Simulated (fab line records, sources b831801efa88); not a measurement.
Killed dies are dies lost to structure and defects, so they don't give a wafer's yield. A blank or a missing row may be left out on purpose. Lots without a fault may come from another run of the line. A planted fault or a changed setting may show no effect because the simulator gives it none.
fab line records | flow sky130
record lots=5 wafers=14 last_day=49
route steps=708 shown SD_N@352 SD_P@359 RES_XHIGH@360 SALICIDE@361 LI_CONTACT@362 LOCAL_INTERCONNECT@387 PAD_OPEN@708
lots that met no fault: from a run of the same line without faults
start_h: hours from the record's first day to the start of the lot's first wafer shown | wait_h: hours since the lot's step before | " the same as in the row above | L1.1+2: a row that stands for several wafers | - no value, or no start given | * or withheld: withheld | < > ~ a bound
route shown NAME@n: a module of which the file shows steps, and the number in the route of the first | usual: mean/standard deviation of fault-free wafers | same: alike in all rows | chamber/n: place in a boat | sites: the reading at each site | _std_site: their standard deviation | _edge_site: outer sites' mean less inner sites' | radius_mm: how far each site lies from the wafer's centre | mask NAME#n: copy n | behind: the tool/chamber that last shaped the wafer | hold: why the lot was held/for how many hours/how that ended | device: the transistor (n, p or np) that didn't switch | end of line: the same wafers' tests at the end of the route | a step without rows: its recipe alone | killed: dies lost to structure and defects at the first sort, not the wafer's yield | map: a wafer's dies, x killed, . not, _ none there
set.NAME: the setting as run; set.NAME@STEP: as run at that earlier step | model.NAME: the simulator's own value behind a step, which no gauge read
lots at some steps of the route; a table a step, a row a wafer
services: from which hour (start_h, from the record's first day; less than 0 if before it) a tool's chamber was out of use, for how many hours, and why
## steps
# step SKY_SD_N_IMPLANT_10
# recipe species=P energy_kev=20 dose_cm2=1e+14 tilt_deg=0
# step SKY_SD_N_STRIP_11
# recipe chemistry=O2/N2 power_w=1400 pressure_mtorr=1500 platen_temp_c=withheld o2_flow_sccm=3000 n2_flow_sccm=300 overash_fraction=0.5
# step SKY_SD_N_TW_MEAS_12
# usual SD_N_TW=3988/41
# columns lot.wafer tool chamber start_h wait_h SD_N_TW
L845.2 film_metro-04 - 658.94 0.1 3952
L845.3 " - " " 3947
L845.6 " - " " 3949
L855.1 film_metro-01 - 736.63 0.1 4045
L855.5 " - " " 4018
L855.6 " - " " 4029
L856.1 film_metro-04 - 742.28 0.1 3966
L856.5 " - " " 3904
L856.6 " - " " 3919
L857.2 film_metro-01 - 752.83 0.1 4028
L857.4 " - " " 4016
L857.5 " - " " 4009
L860.3 film_metro-03 - 776.65 0.1 3993
L860.6 " - " " 4000
# step SKY_SD_N_CLEAN_13
# recipe chemistry=SC1/SC2 mix=1:4:20 temp_c=70 time_s=150 dry=n2_spin
# step SKY_SD_N_RTA_14
# recipe temp_c=1075 time_s=2 idle_temp_c=650 ramp_up_c_per_s=150 ramp_down_c_per_s=90 ambient=N2
# usual lamp_power_pct=15.74/0.052 wafer_temp_C_max=1078.1/1.3
# columns lot.wafer tool chamber start_h wait_h lamp_power_pct wafer_temp_C_max
L845.2 rtp_anneal-01 0 659.05 0.0 15.79 1076.1
L845.3 " 0 " " 15.80 1077.0
L845.6 " 0 " " 15.74 1075.4
L855.1 rtp_anneal-02 0 736.80 0.0 15.65 1078.2
L855.5 " 0 " " 15.76 1078.4
L855.6 " 0 " " 15.81 1076.5
L856.1 rtp_anneal-01 0 742.39 0.0 15.70 1076.6
L856.5 " 0 " " 15.68 1077.5
L856.6 " 0 " " 15.78 1077.5
L857.2 rtp_anneal-02 0 752.95 0.0 15.80 1077.3
L857.4 " 0 " " 15.73 1076.7
L857.5 " 0 " " 15.80 1077.3
L860.3 rtp_anneal-01 0 776.76 0.0 15.65 1077.1
L860.6 " 0 " " 15.74 1078.1
# step SKY_SD_N_RS_MEAS_16
# recipe thk_meas_gauge=four-point-probe
# usual SD_N_RS=68.61/0.1
# columns lot.wafer tool chamber start_h wait_h SD_N_RS[ohm/sq]
L845.2 film_metro-01 - 659.23 0.1 68.42
L845.3 " - " " 68.38
L845.6 " - " " 68.60
L855.1 film_metro-04 - 736.97 0.1 68.63
L855.5 " - " " 68.62
L855.6 " - " " 68.65
L856.1 film_metro-01 - 742.56 0.1 68.52
L856.5 " - " " 68.63
L856.6 " - " " 68.62
L857.2 film_metro-01 - 753.13 0.1 68.80
L857.4 " - " " 68.66
L857.5 " - " " 68.73
L860.3 film_metro-04 - 776.95 0.1 68.56
L860.6 " - " " 68.59
# step SKY_SD_N_RS_MEAS_17
# recipe thk_meas_gauge=four-point-probe
# usual SD_P_RS=147.2/0.31
# columns lot.wafer tool chamber start_h wait_h SD_P_RS[ohm/sq]
L845.2 film_metro-01 - 659.35 0.1 146.7
L845.3 " - " " 146.7
L845.6 " - " " 147.0
L855.1 film_metro-04 - 737.09 0.1 147.0
L855.5 " - " " 147.1
L855.6 " - " " 147.4
L856.1 film_metro-01 - 742.68 0.1 147.3
L856.5 " - " " 147.4
L856.6 " - " " 147.3
L857.2 film_metro-01 - 753.25 0.1 147.6
L857.4 " - " " 147.4
L857.5 " - " " 147.6
L860.3 film_metro-04 - 777.07 0.1 146.8
L860.6 " - " " 147.4
# step SKY_SD_N_RS_MEAS_18
# recipe thk_meas_gauge=four-point-probe
# usual RES_XHIGH_RS=333.9/1.1
# columns lot.wafer tool chamber start_h wait_h RES_XHIGH_RS[ohm/sq]
L845.2 film_metro-01 - 659.47 0.1 334.5
L845.3 " - " " 334.9
L845.6 " - " " 335.9
L855.1 film_metro-04 - 737.21 0.1 333.0
L855.5 " - " " 332.7
L855.6 " - " " 333.4
L856.1 film_metro-01 - 742.80 0.1 332.3
L856.5 " - " " 332.3
L856.6 " - " " 333.0
L857.2 film_metro-01 - 753.37 0.1 335.4
L857.4 " - " " 334.4
L857.5 " - " " 333.8
L860.3 film_metro-04 - 777.19 0.1 331.3
L860.6 " - " " 332.7
# step SKY_SALICIDE_CLEAN_00
# recipe chemistry=HF-last time_s=30 dilution=100:1 dry=ipa_marangoni
# step SKY_LI_CONTACT_HDPCVD_00
# recipe material=PSG target_thk_nm=930 sigma_open_frac=0.3 time_s=155 temp_c=600 sih4_flow_sccm=60 pressure_mtorr=6
# step SKY_LI_CONTACT_THK_MEAS_01
# recipe reads=PSG_of_LI_CONTACT_HDPCVD_00
# usual LI_CONTACT_HDPCVD_THK=926/8.3
# columns lot.wafer tool chamber start_h wait_h LI_CONTACT_HDPCVD_THK[nm]
L845.2 film_metro-03 - 659.70 0.1 931
L845.3 " - " " 911
L845.6 " - " " 921
L855.1 film_metro-01 - 737.47 0.1 929
L855.5 " - " " 925
L855.6 " - " " 931
L856.1 film_metro-01 - 743.04 0.1 945
L856.5 " - " " 927
L856.6 " - " " 944
L857.2 film_metro-04 - 753.60 0.1 923
L857.4 " - " " 935
L857.5 " - " " 920
L860.3 film_metro-01 - 777.41 0.1 915
L860.6 " - " " 918
# step SKY_LI_CONTACT_CMP_02
# recipe material=PSG down_force_psi=4 platen_rpm=60 pad_velocity_m_s=0.94248
# usual edge_zone_pressure_frac=1.000/0.005 motor_current_A=12.5/1 time_to_endpoint_s=32.5/2.8
# columns lot.wafer tool chamber start_h wait_h edge_zone_pressure_frac motor_current_A time_to_endpoint_s model.PSG_of_LI_CONTACT_HDPCVD_00.thk_nm
L845.3 cmp-02 1 660.24 0.5 0.997 11.2 28.1 596.6
L845.2 " 3 " " 1.000 12.2 28.0 596.5
L845.6 " 2 " " 0.998 13.4 30.2 597.7
L855.1 cmp-01 3 737.58 0.1 1.009 12.1 34.3 598.9
L855.5 " 2 " " 0.999 11.4 35.6 598.5
L855.6 " 3 " " 0.999 11.8 33.5 597.8
L856.1 cmp-01 2 743.15 0.1 0.994 11.4 35.0 597.3
L856.6 " 1 " " 0.998 13.6 36.9 597.1
L856.5 " 2 " " 0.999 12.4 32.3 597.5
L857.4 cmp-02 2 753.70 0.1 1.004 13.7 36.6 598.3
L857.2 " 3 " " 1.004 13.4 32.0 596.3
L857.5 " 2 " " 1.003 14.2 34.9 598.8
L860.3 cmp-01 1 777.45 0.0 1.006 12.7 40.5 503.8
L860.6 " 1 " " 1.001 13.2 32.9 597.7
# step SKY_LI_CONTACT_BOW_MEAS_03
# recipe mode=bow
# usual LI_CONTACT_BOW=56/6.6
# columns lot.wafer tool chamber start_h wait_h LI_CONTACT_BOW[um]
L845.2 film_metro-04 - 660.56 0.2 57
L845.3 " - " " 59
L845.6 " - " " 60
L855.1 film_metro-04 - 737.83 0.2 54
L855.5 " - " " 48
L855.6 " - " " 59
L856.1 film_metro-03 - 743.40 0.2 46
L856.5 " - " " 62
L856.6 " - " " 55
L857.2 film_metro-03 - 753.97 0.2 58
L857.4 " - " " 56
L857.5 " - " " 67
L860.3 film_metro-04 - 777.79 0.3 51
L860.6 " - " " 61
# step SKY_LI_CONTACT_DEHYDRATE_04
# recipe temp_c=200 time_s=60
# step SKY_LI_CONTACT_HMDS_05
# recipe prime_time_s=60 prime_temp_c=120
# step SKY_LI_CONTACT_COAT_06
# recipe resist=BARC temp_c=withheld time_s=withheld spin_rpm=3000 resist_thk_nm=60
# step SKY_LI_CONTACT_COAT_07
# recipe resist=KrF-thick spin_rpm=3000 resist_thk_nm=450
# step SKY_LI_CONTACT_SOFTBAKE_08
# recipe temp_c=100 time_s=90 resist=KrF-thick
# step SKY_LI_CONTACT_EXPOSE_09
# recipe mask_id=LICM1 na=0.8 source_shape=annular sigma_inner=0.55 sigma_outer=0.85 target_cd_nm=170 dose_mj=38
# step SKY_LI_CONTACT_PEB_10
# recipe peb_temp_c=withheld peb_time_s=withheld resist=KrF-thick
# step SKY_LI_CONTACT_DEVELOP_11
# recipe develop_time_s=60 resist=KrF-thick dev_temp_c=21
# step SKY_LI_CONTACT_CD_MEAS_12
# recipe target_cd_nm=170
# usual cd_nm=170.8/1.6
# columns lot.wafer tool chamber start_h wait_h cd_nm
L845.2 cd_sem-01 - 688.85 - 170.3
L845.3 " - " " 172.0
L845.6 " - " " 169.9
L855.1 cd_sem-01 - 764.43 - 170.1
L855.5 " - " " 172.1
L855.6 " - " " 172.6
L856.1 cd_sem-02 - 770.42 - 168.2
L856.5 " - " " 168.3
L856.6 " - " " 169.8
L857.2 cd_sem-01 - 780.85 - 172.2
L857.4 " - " " 171.9
L857.5 " - " " 170.0
L860.3 cd_sem-02 - 804.69 - 174.8
L860.6 " - " " 174.0
# step SKY_LI_CONTACT_OVL_MEAS_13
# usual LI_CONTACT_OVL=-1/4.7
# columns lot.wafer tool chamber start_h wait_h LI_CONTACT_OVL[nm]
L845.2 overlay-02 - 688.95 0.1 2
L845.3 " - " " 3
L845.6 " - " " -1
L855.1 overlay-02 - 764.55 0.1 -1
L855.5 " - " " -7
L855.6 " - " " -1
L856.1 overlay-02 - 770.54 0.1 -1
L856.5 " - " " -3
L856.6 " - " " -4
L857.2 overlay-02 - 780.96 0.1 4
L857.4 " - " " -3
L857.5 " - " " -4
L860.3 overlay-02 - 804.78 0.1 -1
L860.6 " - " " 1
# step SKY_LI_CONTACT_ETCH_14
# recipe chemistry=N2/H2 target=BARC ion_energy_ev=200 source_w=500 bias_w=100 pressure_mtorr=30 n2_flow_sccm=100 h2_flow_sccm=200 stop_on=SiO2 time_s=45.9 target_depth_a=600
# usual drypump_motor_current_A=5.8/0.48 n2_flow_sccm=99.99/0.28 oes_product_au=0.854/0.0042 throttle_valve_pct=13.225/0.009
# columns lot.wafer tool chamber start_h wait_h drypump_motor_current_A n2_flow_sccm oes_product_au rf_hours_counter_h throttle_valve_pct
L845.2 rie_diel-03 3 688.98 0.0 5.9 100.03 0.847 46 13.235
L845.3 " 2 " " 6.0 100.08 0.852 55 13.239
L845.6 " 0 " " 4.8 99.81 0.856 - 13.222
L855.1 rie_diel-03 2 764.59 0.0 6.0 100.35 0.856 1 13.221
L855.5 " 1 " " 5.7 99.84 0.854 - 13.229
L855.6 " 2 " " 5.9 100.09 0.852 - 13.230
L856.1 rie_diel-01 3 770.57 0.0 6.4 100.26 0.857 4 13.223
L856.5 " 0 " " 6.2 99.69 0.852 - 13.226
L856.6 " 1 " " 5.3 100.05 0.848 - 13.224
L857.2 rie_diel-01 2 780.99 0.0 6.2 100.20 0.856 5 13.231
L857.4 " 3 " " 6.4 99.29 0.861 4 13.235
L857.5 " 2 " " 6.2 100.10 0.859 - 13.217
L860.3 rie_diel-02 1 804.80 0.0 5.2 100.57 0.858 6 13.219
L860.6 " 3 " " 6.1 100.31 0.853 - 13.218
# step SKY_LI_CONTACT_ETCH_15
# recipe target=PSG chemistry=C4F8/O2/Ar stop_on=Si taper_deg=4.15 mask_material=KrF-thick source_w=1500 bias_w=1200 pressure_mtorr=40 c4f8_flow_sccm=withheld O2_flow_sccm=6 Ar_flow_sccm=300 time_s=withheld target_depth_a=6000
# usual oes_product_au=0.836/0.0047
# columns lot.wafer tool chamber start_h wait_h oes_product_au model.etch.depth_nm model.LI_CONTACT.feature_depth_nm
L845.2 rie_diel-03 3 689.03 0.0 0.846 596.5 596.5
L845.3 " 2 " " 0.838 596.6 596.6
L845.6 " 0 " " 0.835 597.7 597.7
L855.1 rie_diel-03 2 764.63 0.0 0.846 598.9 598.9
L855.5 " 1 " " 0.834 598.5 598.5
L855.6 " 2 " " 0.838 597.8 597.8
L856.1 rie_diel-01 3 770.61 0.0 0.837 597.3 597.3
L856.5 " 0 " " 0.833 597.5 597.5
L856.6 " 1 " " 0.841 597.1 597.1
L857.2 rie_diel-01 2 781.03 0.0 0.839 596.3 596.3
L857.4 " 3 " " 0.834 598.3 598.3
L857.5 " 2 " " 0.842 598.8 598.8
L860.3 rie_diel-02 1 804.84 0.0 0.768 503.8 503.8
L860.6 " 3 " " 0.835 597.7 597.7
# step SKY_LI_CONTACT_STRIP_16
# recipe chemistry=O2/N2 power_w=1400 pressure_mtorr=1500 platen_temp_c=withheld o2_flow_sccm=3000 n2_flow_sccm=300 overash_fraction=0.5
# step SKY_LI_CONTACT_CLEAN_17
# recipe chemistry=NMP time_s=600 temp_c=60 dry=n2_spin
# step SKY_LI_CONTACT_PRE_CLEAN_18
# recipe gas=Ar time_s=5.6 bias_v=358
# step SKY_LI_CONTACT_SPUTTER_19
# recipe material=Ti target_thk_nm=20 chamber_pressure_pa=5 power_w=2500 substrate_temp_c=200 time_s=106.37
# usual throttle_valve_pct=29.9/0.87
# columns lot.wafer tool chamber start_h wait_h throttle_valve_pct
L845.2 pvd_sputter-01 - 689.42 0.0 29.1
L845.3 " - " " 31.0
L845.6 " - " " 31.4
L855.1 pvd_sputter-02 - 765.01 0.0 29.2
L855.5 " - " " 30.6
L855.6 " - " " 30.7
L856.1 pvd_sputter-01 - 771.01 0.0 29.1
L856.5 " - " " 29.2
L856.6 " - " " 29.9
L857.2 pvd_sputter-01 - 781.41 0.0 29.9
L857.4 " - " " 29.2
L857.5 " - " " 31.0
L860.3 pvd_sputter-04 - 805.22 0.0 28.6
L860.6 " - " " 28.7
# step SKY_LI_CONTACT_SPUTTER_20
# recipe material=TiN target_thk_nm=20 chamber_pressure_pa=5 power_w=4000 time_s=80
# usual throttle_valve_pct=29.9/0.88
# columns lot.wafer tool chamber start_h wait_h throttle_valve_pct
L845.2 pvd_sputter-01 - 689.50 0.0 29.0
L845.3 " - " " 31.4
L845.6 " - " " 31.2
L855.1 pvd_sputter-02 - 765.08 0.0 29.4
L855.5 " - " " 30.5
L855.6 " - " " 30.8
L856.1 pvd_sputter-01 - 771.09 0.0 28.9
L856.5 " - " " 29.2
L856.6 " - " " 29.7
L857.2 pvd_sputter-01 - 781.48 0.0 29.9
L857.4 " - " " 29.1
L857.5 " - " " 31.2
L860.3 pvd_sputter-04 - 805.30 0.0 28.8
L860.6 " - " " 28.5
# step SKY_LI_CONTACT_CVD_21
# recipe material=W target_thk_nm=400 time_s=120.56 temp_c=400 pressure_torr=40
# step SKY_LI_CONTACT_RS_MEAS_22
# recipe thk_meas_gauge=four-point-probe reads=W_of_LI_CONTACT_CVD_21+TiN_of_LI_CONTACT_SPUTTER_20+Ti_of_LI_CONTACT_SPUTTER_19
# usual LI_CONTACT_W_RS=0.286/0.0034
# columns lot.wafer tool chamber start_h wait_h LI_CONTACT_W_RS[ohm/sq]
L845.2 film_metro-04 - 689.71 0.1 0.287
L845.3 " - " " 0.288
L845.6 " - " " 0.286
L855.1 film_metro-01 - 765.27 0.1 0.287
L855.5 " - " " 0.291
L855.6 " - " " 0.288
L856.1 film_metro-01 - 771.27 0.1 0.287
L856.5 " - " " 0.283
L856.6 " - " " 0.283
L857.2 film_metro-03 - 781.69 0.1 0.283
L857.4 " - " " 0.284
L857.5 " - " " 0.281
L860.3 film_metro-04 - 805.53 0.1 0.281
L860.6 " - " " 0.283
# step SKY_LI_CONTACT_THK_MEAS_23
# recipe thk_meas_gauge=xrf reads=W_of_LI_CONTACT_CVD_21
# usual LI_CONTACT_W_THK=394/5.1
# columns lot.wafer tool chamber start_h wait_h LI_CONTACT_W_THK[nm]
L845.2 film_metro-04 - 689.82 0.1 398
L845.3 " - " " 396
L845.6 " - " " 397
L855.1 film_metro-01 - 765.39 0.1 391
L855.5 " - " " 386
L855.6 " - " " 392
L856.1 film_metro-01 - 771.39 0.1 386
L856.5 " - " " 390
L856.6 " - " " 389
L857.2 film_metro-03 - 781.80 0.1 396
L857.4 " - " " 394
L857.5 " - " " 399
L860.3 film_metro-04 - 805.63 0.1 400
L860.6 " - " " 399
# step SKY_LI_CONTACT_CMP_24
# recipe stop_on=PSG t_overpolish_s=20 down_force_psi=3.5 platen_rpm=60 target_thk_nm=0 pad_velocity_m_s=0.94248
# usual edge_zone_pressure_frac=1.000/0.0049 motor_current_A=11.5/0.9
# columns lot.wafer tool chamber start_h wait_h edge_zone_pressure_frac motor_current_A model.PSG_of_LI_CONTACT_HDPCVD_00.thk_nm
L845.3 cmp-02 1 689.87 0.0 0.994 10.8 587.2
L845.2 " 3 " " 1.001 12.1 587
L845.6 " 1 " " 0.997 10.8 588.2
L855.1 cmp-01 1 765.50 0.1 1.001 12.4 589.5
L855.5 " 0 " " 1.007 12.0 589.1
L855.6 " 1 " " 0.993 11.8 588.3
L856.1 cmp-02 1 771.60 0.2 0.997 10.2 587.9
L856.5 " 2 " " 1.007 12.7 588
L856.6 " 3 " " 1.001 12.0 587.7
L857.2 cmp-01 0 781.90 0.1 1.010 12.5 586.8
L857.4 " 1 " " 1.005 12.2 588.8
L857.5 " 3 " " 1.000 11.3 589.3
L860.3 cmp-01 0 805.77 0.1 0.995 12.3 494.3
L860.6 " 2 " " 1.002 10.7 588.3
# step SKY_LOCAL_INTERCONNECT_SPUTTER_00
# recipe material=TiN target_thk_nm=100 temp_c=300 power_w=6500 time_s=83.3 chamber_pressure_pa=0.4
# usual throttle_valve_pct=30.2/0.89
# columns lot.wafer tool chamber start_h wait_h throttle_valve_pct
L845.2 pvd_sputter-01 - 690.17 0.1 29.4
L845.3 " - " " 30.0
L845.6 " - " " 31.1
L855.1 pvd_sputter-01 - 765.75 0.2 30.1
L855.5 " - " " 30.0
L855.6 " - " " 29.2
L856.1 pvd_sputter-03 - 771.75 0.1 31.3
L856.5 " - " " 28.8
L856.6 " - " " 30.4
L857.2 pvd_sputter-02 - 782.15 0.2 30.2
L857.4 " - " " 29.1
L857.5 " - " " 30.9
L860.3 pvd_sputter-03 - 805.97 0.1 28.6
L860.6 " - " " 30.4
# step SKY_PAD_OPEN_PROBE_99
# usual killed_at_M0_to_M3=42/7.3 killed_at_M4_up=3.2/1.8 killed_at_contacts=25/5.2 killed_at_front_end=15/4.6 killed_at_other=0.3/0.62 killed_dies=85/9.9 killed_open=46/7.1 killed_short=38/5.7
# same gross_dies=492 killed_at_back_side=0
# columns lot.wafer tool chamber start_h wait_h killed_at_M0_to_M3 killed_at_M4_up killed_at_contacts killed_at_front_end killed_at_other killed_dies killed_open killed_short model.etest.licon_pdiff.rc_ohm model.etest.cap_li_to_poly.c_af_um2 model.etest.licon_high_po.rc_ohm model.etest.licon_ndiff.rc_ohm model.etest.sonos_uncharged.r_on_ohm_um model.etest.licon_poly.rc_ohm model.etest.cap_li_to_well.c_af_um2
L845.2 prober-02 - 1086.17 0.1 41 2 26 20 0 89 46 43 581.8 98.11 363 180 799.5 151.7 36.7
L845.3 prober-02 - 1086.22 0.2 34 2 33 15 0 84 46 38 580.6 99.7 344.4 183.6 804.4 148.2 36.55
L845.6 prober-02 - 1086.37 0.2 38 2 25 16 0 81 48 33 588.5 100.6 355.4 184.8 811 149.8 36.47
L855.1 prober-01 - 1140.48 0.1 33 6 28 14 0 81 49 32 565.7 97.63 367.2 178.9 813.9 158.1 36.05
L855.5 prober-01 - 1140.68 0.2 41 0 33 20 1 95 52 43 572.4 98.1 344.6 178.6 808 148.3 36.68
L855.6 prober-01 - 1140.73 0.2 43 2 32 15 0 92 49 43 561 99.08 347.9 178.4 806.9 153.7 37.49
L856.1 prober-02 - 1142.99 0.1 45 4 24 6 0 79 45 34 606 97 369.2 182.1 814.4 153.9 36.23
L856.5 prober-02 - 1143.19 0.2 43 3 25 12 2 85 43 42 595.3 98.73 371.9 186.6 825.7 147.1 36.94
L856.6 prober-02 - 1143.24 0.2 35 4 21 7 1 68 34 34 580.2 99.05 360.2 191.4 807.6 149.7 37.08
L857.2 prober-01 - 1151.76 0.1 43 2 24 13 0 82 52 30 571.2 102.5 359.4 177.1 817 149.7 37.61
L857.4 prober-01 - 1151.86 0.2 54 5 19 14 2 94 50 44 575.6 99.19 361.4 185.8 817.1 154.7 36.6
L857.5 prober-01 - 1151.91 0.2 47 3 13 16 0 79 42 37 574.9 97.61 362.1 179.8 833.4 153.5 36.7
L860.3 prober-02 - 1168.82 0.2 39 4 28 15 0 86 52 34 531.1 133.5 323.1 159.9 821.1 137.2 40.78
L860.6 prober-02 - 1168.97 0.2 47 7 18 8 0 80 46 34 570 99.77 365.6 178.8 820.9 155.6 37.1
# killed by level:class
L845.2 VIA1:geometric_particle:open=11 CONTACT:geometric_particle:open=9 CONTACT:geometric_particle:short=7 FIELD_ISO:geometric_particle:short=6 POLY_GATE:geometric_particle:short=5 VIA3:geometric_particle:open=5 METAL2:geometric_particle:short=5 METAL3:geometric_particle:short=5
L845.3 LI_CONTACT:geometric_particle:open=12 CONTACT:geometric_particle:open=11 VIA1:geometric_particle:open=9 CONTACT:geometric_particle:short=7 METAL1:geometric_particle:short=7 FIELD_ISO:geometric_particle:short=4 POLY_GATE:geometric_particle:short=4 POLY_GATE:geometric_particle:open=4
L845.6 VIA1:geometric_particle:open=10 CONTACT:geometric_particle:short=9 CONTACT:geometric_particle:open=8 VIA3:geometric_particle:open=8 METAL1:geometric_particle:short=6 LI_CONTACT:geometric_particle:open=4 LOCAL_INTERCONNECT:geometric_particle:short=4 FIELD_ISO:geometric_particle:open=3
L855.1 CONTACT:geometric_particle:open=11 FIELD_ISO:geometric_particle:open=6 VIA1:geometric_particle:open=6 LI_CONTACT:geometric_particle:short=6 VIA2:geometric_particle:open=6 LI_CONTACT:geometric_particle:open=5 METAL2:geometric_particle:short=5 POLY_GATE:geometric_particle:short=3
L855.5 CONTACT:geometric_particle:open=12 LI_CONTACT:geometric_particle:open=8 VIA1:geometric_particle:open=7 VIA2:geometric_particle:open=7 METAL1:geometric_particle:short=6 VIA1:geometric_particle:short=6 FIELD_ISO:geometric_particle:open=5 LOCAL_INTERCONNECT:geometric_particle:short=5
L855.6 LI_CONTACT:geometric_particle:open=10 VIA1:geometric_particle:open=10 LOCAL_INTERCONNECT:geometric_particle:short=7 CONTACT:geometric_particle:open=7 VIA2:geometric_particle:open=6 VIA3:geometric_particle:open=6 VIA1:geometric_particle:short=5 METAL2:geometric_particle:short=5
L856.1 CONTACT:geometric_particle:open=9 VIA1:geometric_particle:open=9 METAL2:geometric_particle:short=8 VIA2:geometric_particle:open=7 LI_CONTACT:geometric_particle:open=5 CONTACT:geometric_particle:short=5 VIA3:geometric_particle:short=5 VIA3:geometric_particle:open=5
L856.5 VIA1:geometric_particle:open=9 VIA2:geometric_particle:open=8 LI_CONTACT:geometric_particle:open=7 CONTACT:geometric_particle:open=7 VIA3:geometric_particle:open=6 LOCAL_INTERCONNECT:geometric_particle:short=5 VIA1:geometric_particle:short=5 LI_CONTACT:geometric_particle:short=4
L856.6 VIA1:geometric_particle:open=9 VIA2:geometric_particle:open=7 CONTACT:geometric_particle:open=6 METAL2:geometric_particle:short=6 CONTACT:geometric_particle:short=5 LI_CONTACT:geometric_particle:short=5 METAL4:geometric_particle:short=4 LI_CONTACT:geometric_particle:open=3
L857.2 VIA1:geometric_particle:open=10 VIA3:geometric_particle:open=9 LI_CONTACT:geometric_particle:open=8 CONTACT:geometric_particle:open=7 FIELD_ISO:geometric_particle:open=5 VIA2:geometric_particle:short=5 POLY_GATE:geometric_particle:short=4 METAL3:geometric_particle:short=4
L857.4 METAL1:geometric_particle:short=10 VIA1:geometric_particle:open=10 VIA2:geometric_particle:open=9 CONTACT:geometric_particle:open=6 FIELD_ISO:geometric_particle:open=5 LI_CONTACT:geometric_particle:open=5 METAL2:geometric_particle:short=5 VIA3:geometric_particle:open=5
L857.5 VIA2:geometric_particle:open=10 VIA1:geometric_particle:open=8 FIELD_ISO:geometric_particle:short=7 CONTACT:geometric_particle:open=5 METAL2:geometric_particle:short=5 METAL3:geometric_particle:short=5 METAL1:geometric_particle:short=4 VIA3:geometric_particle:open=4
L860.3 CONTACT:geometric_particle:open=13 FIELD_ISO:geometric_particle:open=8 VIA3:geometric_particle:open=8 VIA1:geometric_particle:open=8 LI_CONTACT:geometric_particle:open=6 METAL1:geometric_particle:short=4 VIA1:geometric_particle:short=4 METAL2:geometric_particle:short=4
L860.6 VIA1:geometric_particle:open=14 CONTACT:geometric_particle:open=9 VIA3:geometric_particle:open=8 VIA2:geometric_particle:open=6 METAL1:geometric_particle:short=5 METAL4:geometric_particle:short=4 CONTACT:geometric_particle:short=4 VIA1:geometric_particle:short=4
## services
# columns tool chamber start_h hours kind
rie_diel-01 2 648.66 9.3 repair
cmp-01 - 659.49 19.1 pm
pvd_sputter-02 - 662.07 2.8 repair
pvd_sputter-02 - 687.60 7.4 repair
pvd_sputter-04 - 689.33 4.9 repair
pvd_sputter-04 - 691.95 5.0 repair
rie_diel-03 3 692.93 1.7 repair
cmp-02 - 700.44 1.6 repair
rie_diel-03 2 704.26 - clean
rie_diel-03 2 704.26 17.8 scheduled_down
rie_diel-03 2 704.26 17.8 vent_cycle
pvd_sputter-01 - 713.10 1.4 repair
pvd_sputter-02 - 724.68 2.8 repair
cmp-01 - 747.54 4.0 pm
rie_diel-03 3 750.63 8.4 repair
cmp-01 - 751.54 - consumable_replace:conditioner
cmp-01 - 751.54 - consumable_replace:pad
cmp-02 - 755.75 0.5 repair
cmp-01 - 772.49 3.1 pm
cmp-02 - 773.42 0.5 repair
rie_diel-02 1 779.88 11.5 repair
rie_diel-01 - 789.52 0.8 repair
rie_diel-01 - 791.56 14.6 pm
cmp-02 - 799.78 2.7 repair
## key
first_sign step=SKY_LI_CONTACT_ETCH_15 reading=oes_product_au direction=down sigmas=15 usual=0.836 struck=0.768
effect none on later readings
model_effect step=SKY_LI_CONTACT_CMP_02 value=PSG_of_LI_CONTACT_HDPCVD_00.thk_nm without=599.2 struck=503.8
model_effect step=SKY_LI_CONTACT_ETCH_15 value=etch.depth_nm without=599.2 struck=503.8
model_effect step=SKY_LI_CONTACT_CMP_24 value=PSG_of_LI_CONTACT_HDPCVD_00.thk_nm without=589.7 struck=494.3
model_effect step=SKY_PAD_OPEN_PROBE_99 value=etest.licon_pdiff.rc_ohm without=570 struck=531.1
met_at SKY_LI_CONTACT_CMP_02
struck_wafers L860.3
tester_left_out L860
onset_between 743.15 777.45
fault kind=process_parameter_drift tool=cmp-01 chamber=- onset_h=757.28 steps=SKY_LI_CONTACT_CMP_02 channel=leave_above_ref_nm offset=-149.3 shape=step end_h=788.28 scope=struck_wafers_only acts_in=these_recipes_only stated=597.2
# tester_left_out: of these lots the tester's yield and bins aren't shown, on N5 and GAA mostly nor the transistor test; their killed dies are dies lost to structure and defects alone, not to doping, threshold or leakage, so they don't give the yield
